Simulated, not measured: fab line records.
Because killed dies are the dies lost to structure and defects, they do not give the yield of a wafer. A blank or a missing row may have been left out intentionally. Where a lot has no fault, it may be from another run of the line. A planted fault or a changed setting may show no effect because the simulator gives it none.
Matching of chambers -- flow gf180mcu -- GF_V1_CMP_26 on cmp-02: 4 sister chambers
The step polishes, stops on SiO2, t overpolish 15 s, target thk 0 nm. 14 wafers are shown with their chamber, then 7 later ones without.

## WAFERS PAIRED WITH THEIR CHAMBERS
wafer,chamber,motor-current-A (A),time-to-endpoint-s (s),overpolish-run-s (s)
L854.2,1,10.5,91,14.993
L854.3,3,10.8,87,15.006
L854.5,0,12.3,84,14.986
L855.1,3,10.9,84,15.002
L855.2,0,11.9,83,15.001
L855.5,2,10.1,82,15.002
L856.2,2,9.9,83,15.014
L856.5,0,11.6,85,14.996
L856.6,3,10.9,88,15.000
L859.1,0,11.5,86,14.994
L859.3,3,11.0,90,15.012
L859.4,1,11.0,86,14.996
L861.2,3,11.4,90,14.996
L861.4,2,10.2,83,15.004

SIGNATURES (means of the wafers above)
reading,chamber 0,chamber 1,chamber 2,chamber 3,scatter within a chamber
motor-current-A,11.825,10.750,10.067,11.000,0.279
time-to-endpoint-s,84.50,88.50,82.67,87.80,2.07
overpolish-run-s,14.99425,14.99450,15.00667,15.00320,0.00594
Rule: a wafer lies at a distance from a chamber equal to the root of the sum of squares, over the readings, of (its reading less the chamber's mean, divided by the reading's scatter). If the next closest chamber is less than 2 further off than the closest, the wafer can't be placed; otherwise it belongs to the closest. The scatter: the root of (the sum of the squares of (reading less its chamber's mean) over the shown wafers, divided by (wafers less chambers)).

## WAFERS MISSING THEIR CHAMBER
wafer,motor-current-A (A),time-to-endpoint-s (s),overpolish-run-s (s)
L861.6,9.7,87,14.982
L865.1,10.3,79,15.015
L865.2,12.8,81,15.018
L865.3,11.1,84,15.019
L866.1,10.9,84,15.007
L866.4,10.0,79,14.999
L866.5,9.4,81,14.999

## WHICH CHAMBER EACH WENT THROUGH
wafer,from the rows above,in truth
L861.6,can't be placed: 1 or 2 or 3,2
L865.1,2,2
L865.2,0,0
L865.3,can't be placed: 3 or 2 or 1 or 0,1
L866.1,can't be placed: 3 or 2 or 1 or 0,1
L866.4,2,2
L866.5,2,2
Correct placement for 4 of the 7. Not placeable from these rows: 3 (in 3, the candidates include the true chamber). Wrongly placed: 0.
